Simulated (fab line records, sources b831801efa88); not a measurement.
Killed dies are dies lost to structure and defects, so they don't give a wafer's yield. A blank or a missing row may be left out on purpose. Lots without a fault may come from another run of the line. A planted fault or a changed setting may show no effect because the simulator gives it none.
fab line records | flow sky130
record lots=5 wafers=15 last_day=49
route steps=708 shown POLY_CUT@312 SD_P@320 PAD_OPEN@708
lots that met no fault: from a run of the same line without faults
start_h: hours from the record's first day to the start of the lot's first wafer shown | wait_h: hours since the lot's step before | " the same as in the row above | L1.1+2: a row that stands for several wafers | - no value, or no start given | * or withheld: withheld | < > ~ a bound
route shown NAME@n: a module of which the file shows steps, and the number in the route of the first | usual: mean/standard deviation of fault-free wafers | same: alike in all rows | chamber/n: place in a boat | sites: the reading at each site | _std_site: their standard deviation | _edge_site: outer sites' mean less inner sites' | radius_mm: how far each site lies from the wafer's centre | mask NAME#n: copy n | behind: the tool/chamber that last shaped the wafer | hold: why the lot was held/for how many hours/how that ended | device: the transistor (n, p or np) that didn't switch | end of line: the same wafers' tests at the end of the route | a step without rows: its recipe alone | killed: dies lost to structure and defects at the first sort, not the wafer's yield | map: a wafer's dies, x killed, . not, _ none there
set.NAME: the setting as run; set.NAME@STEP: as run at that earlier step | model.NAME: the simulator's own value behind a step, which no gauge read
lots at some steps of the route; a table a step, a row a wafer
services: from which hour (start_h, from the record's first day; less than 0 if before it) a tool's chamber was out of use, for how many hours, and why
## steps
# step SKY_POLY_CUT_EXPOSE_05
# recipe mask_id=NPCM na=0.8 source_shape=annular sigma_inner=0.55 sigma_outer=0.85 target_cd_nm=270 dose_mj=32
# step SKY_POLY_CUT_PEB_06
# recipe peb_temp_c=withheld peb_time_s=withheld resist=KrF-thick
# step SKY_POLY_CUT_DEVELOP_07
# recipe develop_time_s=60 resist=KrF-thick dev_temp_c=21
# step SKY_POLY_CUT_CD_MEAS_08
# recipe target_cd_nm=270
# usual cd_nm=270.5/1.5
# columns lot.wafer tool chamber start_h wait_h cd_nm
L784.2 cd_sem-01 - 654.13 - 272.6
L784.3 " - " " 271.6
L784.4 " - " " 271.1
L785.2 cd_sem-01 - 656.88 - 271.6
L785.3 " - " " 272.6
L785.4 " - " " 272.0
L786.3 cd_sem-01 - 662.96 - 267.9
L786.4 " - " " 268.1
L786.6 " - " " 269.4
L787.1 cd_sem-01 - 669.12 - 268.3
L787.4 " - " " 269.1
L787.6 " - " " 270.2
L791.4 cd_sem-02 - 705.53 - 272.7
L791.5 " - " " 271.9
L791.6 " - " " 271.7
# step SKY_POLY_CUT_OVL_MEAS_09
# usual POLY_CUT_OVL=-1/4.8
# columns lot.wafer tool chamber start_h wait_h POLY_CUT_OVL[nm]
L784.2 overlay-02 - 654.24 0.1 3
L784.3 " - " " -10
L784.4 " - " " 0
L785.2 overlay-02 - 656.99 0.1 -9
L785.3 " - " " -7
L785.4 " - " " -7
L786.3 overlay-02 - 663.05 0.1 3
L786.4 " - " " -4
L786.6 " - " " 5
L787.1 overlay-01 - 669.24 0.1 -4
L787.4 " - " " 1
L787.6 " - " " -6
L791.4 overlay-02 - 705.60 0.1 -4
L791.5 " - " " -3
L791.6 " - " " -1
# step SKY_POLY_CUT_ETCH_10
# recipe chemistry=N2/H2 target=BARC ion_energy_ev=200 source_w=500 bias_w=100 pressure_mtorr=30 n2_flow_sccm=100 h2_flow_sccm=200 stop_on=SiO2 time_s=45.9 target_depth_a=600
# usual drypump_motor_current_A=5.6/0.39 h2_flow_sccm=199.9/0.62 oes_product_au=0.855/0.0052 throttle_valve_pct=13.225/0.0095
# columns lot.wafer tool chamber start_h wait_h drypump_motor_current_A h2_flow_sccm oes_product_au rf_hours_counter_h throttle_valve_pct
L784.2 rie_diel-03 2 654.27 0.0 5.4 199.0 0.850 4 13.217
L784.3 " 3 " " 5.5 199.9 0.853 2 13.220
L784.4 " 0 " " 6.0 200.3 0.847 5 13.217
L785.2 rie_diel-01 2 657.02 0.0 5.4 200.2 0.855 8 13.236
L785.3 " 0 " " 5.5 200.7 0.847 44 13.218
L785.4 " 1 " " 5.7 200.1 0.859 6 13.219
L786.3 rie_diel-01 2 663.07 0.0 5.4 200.0 0.853 8 13.220
L786.4 " 1 " " 5.7 199.9 0.855 6 13.240
L786.6 " 1 " " 5.7 200.0 0.861 - 13.238
L787.1 rie_diel-03 0 669.27 0.0 6.0 199.9 0.857 5 13.232
L787.4 " 2 " " 5.4 199.9 0.844 5 13.225
L787.6 " 1 " " 5.0 199.6 0.857 - 13.224
L791.4 rie_diel-02 3 705.62 0.0 6.0 200.8 0.858 36 13.228
L791.5 " 1 " " 6.4 200.0 0.863 - 13.227
L791.6 " 2 " " 5.8 200.2 0.849 - 13.233
# step SKY_POLY_CUT_ETCH_11
# recipe target=Si3N4 chemistry=CF4/CH2F2/Ar stop_on=poly-Si source_w=593.1 bias_w=150 pressure_mtorr=40 cf4_flow_sccm=40 ch2f2_flow_sccm=20 Ar_flow_sccm=150 time_s=42.5 target_depth_a=600
# usual drypump_motor_current_A=5.6/0.39 oes_product_au=0.830/0.0058 throttle_valve_pct=14.995/0.0089
# columns lot.wafer tool chamber start_h wait_h drypump_motor_current_A oes_product_au rf_hours_counter_h throttle_valve_pct
L784.2 rie_diel-03 2 654.31 0.0 5.4 0.835 5 14.997
L784.3 " 3 " " 5.5 0.833 2 14.997
L784.4 " 0 " " 6.0 0.830 5 14.996
L785.2 rie_diel-01 2 657.06 0.0 5.4 0.832 8 14.997
L785.3 " 0 " " 5.6 0.828 44 15.005
L785.4 " 1 " " 5.7 0.830 6 14.979
L786.3 rie_diel-01 2 663.11 0.0 5.4 0.816 8 15.004
L786.4 " 1 " " 5.7 0.836 6 14.992
L786.6 " 1 " " 5.7 0.838 - 14.997
L787.1 rie_diel-03 0 669.31 0.0 6.0 0.825 5 14.994
L787.4 " 2 " " 5.4 0.831 5 15.000
L787.6 " 1 " " 5.0 0.826 - 14.996
L791.4 rie_diel-02 3 705.66 0.0 6.0 0.831 36 14.996
L791.5 " 1 " " 6.4 0.835 - 14.995
L791.6 " 2 " " 5.9 0.827 - 14.982
# step SKY_POLY_CUT_STRIP_12
# recipe chemistry=O2/N2 power_w=1400 pressure_mtorr=1500 platen_temp_c=withheld o2_flow_sccm=3000 n2_flow_sccm=300 overash_fraction=0.5
# usual drypump_motor_current_A=6.0/0.59 oes_product_au=0.452/0.004 strip_time_to_endpoint_s=5.360/0.016
# columns lot.wafer tool chamber start_h wait_h drypump_motor_current_A oes_product_au rf_hours_counter_h strip_time_to_endpoint_s
L784.2 plasma_asher-03 0 654.35 0.0 5.1 0.448 22 5.343
L784.3 " 0 " " 5.1 0.451 - 5.337
L784.4 " 1 " " 5.5 0.465 - 5.342
L785.2 plasma_asher-02 1 657.10 0.0 6.7 0.454 95 5.366
L785.3 " 0 " " 5.5 0.452 - 5.370
L785.4 " 1 " " 6.7 0.456 - 5.369
L786.3 plasma_asher-03 1 663.19 0.1 5.5 0.454 - 5.361
L786.4 " 0 " " 5.1 0.447 - 5.363
L786.6 " 0 " " 5.1 0.455 - 5.343
L787.1 plasma_asher-03 1 669.35 0.0 5.5 0.450 24 5.362
L787.4 " 0 " " 5.1 0.446 - 5.372
L787.6 " 1 " " 5.5 0.448 - 5.347
L791.4 plasma_asher-04 0 705.74 0.1 6.7 0.451 - 5.331
L791.5 " 1 " " 6.1 0.453 - 5.347
L791.6 " 0 " " 6.7 0.454 - 5.340
# step SKY_SD_P_DEHYDRATE_00
# recipe temp_c=200 time_s=60
# step SKY_SD_P_HMDS_01
# recipe prime_time_s=60 prime_temp_c=120
# step SKY_SD_P_COAT_02
# recipe resist=NOVOLAK spin_rpm=3000 resist_thk_nm=1140
# step SKY_SD_P_SOFTBAKE_03
# recipe temp_c=90 time_s=60 resist=NOVOLAK
# step SKY_SD_P_EXPOSE_04
# recipe mask_id=PSDM na=0.6 source_shape=conventional sigma_outer=0.6 polarization=unpolarized target_cd_nm=380 dose_mj=138
# usual focus_offset_nm=0.0/0.55
# columns lot.wafer tool chamber start_h wait_h mask focus_offset_nm
L784.2 iline_stepper-01 0 668.78 - PSDM_R1#0 -0.3
L784.3 " 0 " " PSDM_R1#0 0.1
L784.4 " 0 " " PSDM_R1#0 -0.6
L785.2 iline_stepper-01 0 671.61 - PSDM#0 0.3
L785.3 " 0 " " PSDM#0 0.1
L785.4 " 0 " " PSDM#0 -0.7
L786.3 iline_stepper-01 0 677.41 - PSDM#0 0.5
L786.4 " 0 " " PSDM#0 0.1
L786.6 " 0 " " PSDM#0 -0.5
L787.1 iline_stepper-02 0 683.60 - PSDM#0 0.0
L787.4 " 0 " " PSDM#0 0.0
L787.6 " 0 " " PSDM#0 0.0
L791.4 iline_stepper-02 0 718.74 - PSDM#0 0.1
L791.5 " 0 " " PSDM#0 -0.1
L791.6 " 0 " " PSDM#0 0.8
# step SKY_SD_P_PEB_05
# recipe temp_c=withheld time_s=* resist=NOVOLAK
# step SKY_SD_P_DEVELOP_06
# recipe resist=NOVOLAK developer=TMAH develop_time_s=60 dev_temp_c=23
# step SKY_SD_P_CD_MEAS_07
# recipe target_cd_nm=380
# usual cd_nm=381.0/2.4
# columns lot.wafer tool chamber start_h wait_h cd_nm
L784.2 cd_sem-02 - 682.30 0.1 307.3
L784.3 " - " " 305.7
L784.4 " - " " 308.7
L785.2 cd_sem-01 - 685.37 0.1 382.1
L785.3 " - " " 378.5
L785.4 " - " " 382.0
L786.3 cd_sem-02 - 690.72 0.1 380.8
L786.4 " - " " 379.3
L786.6 " - " " 382.1
L787.1 cd_sem-01 - 697.38 0.1 377.7
L787.4 " - " " 379.0
L787.6 " - " " 377.9
L791.4 cd_sem-02 - 732.29 0.1 381.3
L791.5 " - " " 382.5
L791.6 " - " " 379.1
# step SKY_SD_P_OVL_MEAS_08
# usual SD_P_OVL=-1.2/1.6
# columns lot.wafer tool chamber start_h wait_h SD_P_OVL[nm]
L784.2 overlay-01 - 682.40 0.1 -1.3
L784.3 " - " " -0.2
L784.4 " - " " -0.8
L785.2 overlay-01 - 685.48 0.1 -0.8
L785.3 " - " " -0.9
L785.4 " - " " -1.1
L786.3 overlay-02 - 690.81 0.1 -1.4
L786.4 " - " " -2.4
L786.6 " - " " -1.0
L787.1 overlay-02 - 697.50 0.1 -2.8
L787.4 " - " " -3.0
L787.6 " - " " -1.9
L791.4 overlay-01 - 732.36 0.1 0.4
L791.5 " - " " 1.9
L791.6 " - " " 0.7
# step SKY_PAD_OPEN_PROBE_99
# usual killed_at_M0_to_M3=44/7.9 killed_at_M4_up=3.1/2 killed_at_contacts=23/4.9 killed_at_front_end=15/3.9 killed_at_other=0.2/0.49 killed_dies=86/10 killed_on_rim=17/3.9 killed_open=47/7.1 killed_short=39/7.1
# same gross_dies=492 killed_at_back_side=0
# columns lot.wafer tool chamber start_h wait_h killed_at_M0_to_M3 killed_at_M4_up killed_at_contacts killed_at_front_end killed_at_other killed_dies killed_on_rim killed_open killed_short
L784.2 prober-02 - 1142.66 0.1 53 2 22 21 0 98 16 53 45
L784.3 prober-02 - 1142.71 0.2 43 2 33 15 2 95 14 50 44
L784.4 prober-02 - 1142.76 0.2 34 4 25 17 0 80 19 38 42
L785.2 prober-01 - 1142.87 0.1 35 2 29 10 0 76 12 48 27
L785.3 prober-01 - 1142.92 0.2 34 2 28 17 2 83 20 45 38
L785.4 prober-01 - 1142.97 0.2 38 5 13 22 1 79 12 40 37
L786.3 prober-02 - 1144.99 0.2 47 4 27 13 0 91 21 52 39
L786.4 prober-02 - 1145.04 0.2 35 2 27 17 0 81 16 37 44
L786.6 prober-02 - 1145.14 0.2 49 7 21 10 0 87 14 54 33
L787.1 prober-01 - 1149.81 0.1 57 4 34 17 1 113 25 58 54
L787.4 prober-01 - 1149.96 0.2 42 5 20 20 0 87 16 55 32
L787.6 prober-01 - 1150.06 0.2 47 1 29 17 0 94 17 55 39
L791.4 prober-02 - 1173.98 0.2 47 5 31 22 0 105 26 55 50
L791.5 prober-02 - 1174.03 0.2 37 2 18 15 0 72 12 36 36
L791.6 prober-02 - 1174.08 0.2 32 1 19 16 0 68 16 43 25
# killed by level:class
L784.2 VIA1:geometric_particle:open=10 VIA3:geometric_particle:open=8 LI_CONTACT:geometric_particle:open=7 METAL1:geometric_particle:short=7 VIA1:geometric_particle:short=7 METAL2:geometric_particle:short=7 FIELD_ISO:geometric_particle:open=6 VIA2:geometric_particle:open=6
L784.3 VIA1:geometric_particle:open=13 CONTACT:geometric_particle:open=12 CONTACT:geometric_particle:short=8 METAL2:geometric_particle:short=8 LI_CONTACT:geometric_particle:open=5 VIA3:geometric_particle:open=5 METAL1:geometric_particle:short=5 FIELD_ISO:geometric_particle:short=4
L784.4 CONTACT:geometric_particle:open=9 LI_CONTACT:geometric_particle:open=7 FIELD_ISO:geometric_particle:short=6 LI_CONTACT:geometric_particle:short=5 METAL2:geometric_particle:short=5 VIA2:geometric_particle:open=5 METAL1:geometric_particle:short=4 VIA3:geometric_particle:short=4
L785.2 CONTACT:geometric_particle:open=14 VIA2:geometric_particle:open=9 VIA1:geometric_particle:open=8 VIA3:geometric_particle:open=6 FIELD_ISO:geometric_particle:open=5 LI_CONTACT:geometric_particle:open=5 CONTACT:geometric_particle:short=5 LOCAL_INTERCONNECT:geometric_particle:short=3
L785.3 VIA1:geometric_particle:open=10 LI_CONTACT:geometric_particle:open=7 CONTACT:geometric_particle:open=7 LI_CONTACT:geometric_particle:short=6 FIELD_ISO:geometric_particle:open=5 LOCAL_INTERCONNECT:geometric_particle:short=5 VIA2:geometric_particle:short=5 VIA2:geometric_particle:open=4
L785.4 VIA1:geometric_particle:open=9 FIELD_ISO:geometric_particle:open=7 FIELD_ISO:geometric_particle:short=6 VIA2:geometric_particle:open=6 LI_CONTACT:geometric_particle:open=5 METAL1:geometric_particle:short=5 METAL4:geometric_particle:short=5 CONTACT:geometric_particle:open=4
L786.3 CONTACT:geometric_particle:open=11 VIA2:geometric_particle:open=8 VIA1:geometric_particle:open=8 LI_CONTACT:geometric_particle:open=7 VIA3:geometric_particle:open=6 LOCAL_INTERCONNECT:geometric_particle:short=5 METAL1:geometric_particle:short=5 METAL2:geometric_particle:short=5
L786.4 METAL2:geometric_particle:short=9 CONTACT:geometric_particle:open=7 POLY_GATE:geometric_particle:open=6 LI_CONTACT:geometric_particle:open=6 VIA1:geometric_particle:open=6 CONTACT:geometric_particle:short=5 METAL1:geometric_particle:short=5 FIELD_ISO:geometric_particle:open=4
L786.6 VIA1:geometric_particle:open=12 CONTACT:geometric_particle:open=9 LI_CONTACT:geometric_particle:open=7 VIA2:geometric_particle:open=7 VIA3:geometric_particle:open=7 METAL4:geometric_particle:short=6 CONTACT:geometric_particle:short=4 METAL2:geometric_particle:short=4
L787.1 VIA1:geometric_particle:open=13 VIA2:geometric_particle:open=10 LI_CONTACT:geometric_particle:open=9 CONTACT:geometric_particle:open=9 LOCAL_INTERCONNECT:geometric_particle:short=6 LI_CONTACT:geometric_particle:short=6 VIA2:geometric_particle:short=6 METAL2:geometric_particle:short=6
L787.4 VIA1:geometric_particle:open=15 CONTACT:geometric_particle:open=7 LI_CONTACT:geometric_particle:open=6 CONTACT:geometric_particle:short=6 VIA2:geometric_particle:open=6 FIELD_ISO:geometric_particle:short=5 POLY_GATE:geometric_particle:short=4 METAL2:geometric_particle:short=4
L787.6 VIA1:geometric_particle:open=16 CONTACT:geometric_particle:open=15 FIELD_ISO:geometric_particle:short=7 LI_CONTACT:geometric_particle:open=7 VIA1:geometric_particle:short=6 VIA2:geometric_particle:open=5 METAL1:geometric_particle:short=5 VIA3:geometric_particle:open=5
L791.4 CONTACT:geometric_particle:open=12 VIA1:geometric_particle:open=10 LI_CONTACT:geometric_particle:open=9 VIA3:geometric_particle:open=8 POLY_GATE:geometric_particle:short=7 METAL2:geometric_particle:short=6 VIA1:geometric_particle:short=5 METAL1:geometric_particle:short=5
L791.5 CONTACT:geometric_particle:open=8 VIA1:geometric_particle:short=7 FIELD_ISO:geometric_particle:short=5 VIA1:geometric_particle:open=5 LI_CONTACT:geometric_particle:open=4 METAL1:geometric_particle:short=4 VIA2:geometric_particle:open=4 POLY_GATE:geometric_particle:open=3
L791.6 VIA1:geometric_particle:open=9 LI_CONTACT:geometric_particle:open=8 VIA2:geometric_particle:open=7 CONTACT:geometric_particle:open=5 CONTACT:geometric_particle:short=4 VIA1:geometric_particle:short=4 FIELD_ISO:geometric_particle:short=3 POLY_GATE:geometric_particle:short=3
## services
# columns tool chamber start_h hours kind
rie_diel-03 1 639.47 10.1 repair
rie_diel-01 3 641.79 8.6 repair
iline_stepper-02 - 647.28 2.1 pm
iline_stepper-02 - 649.36 - consumable_replace:lamp
rie_diel-01 0 666.30 5.0 repair
plasma_asher-03 - 673.77 28.1 pm
rie_diel-01 2 676.36 3.9 repair
rie_diel-02 - 677.11 2.4 repair
rie_diel-01 0 680.42 3.5 repair
rie_diel-03 0 707.39 6.2 repair
rie_diel-01 3 708.00 5.0 repair
rie_diel-03 3 716.67 3.8 repair
iline_stepper-01 - 718.44 2.5 repair
## key
first_sign step=SKY_SD_P_EXPOSE_04 reading=mask direction=changed
effect step=SKY_SD_P_CD_MEAS_07 reading=cd_nm direction=down sigmas=30 usual=381.0 struck=307.2
met_at SKY_SD_P_EXPOSE_04
struck_wafers L784.2,L784.3,L784.4
tester_left_out L784
fault kind=wrong_mask tool=any chamber=- onset_h=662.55 steps=SKY_SD_P_EXPOSE_04 aux_copy=PSDM_R1#0 cd_offset_nm=-76 scope=struck_lots_only
# tester_left_out: of these lots the tester's yield and bins aren't shown, on N5 and GAA mostly nor the transistor test; their killed dies are dies lost to structure and defects alone, not to doping, threshold or leakage, so they don't give the yield
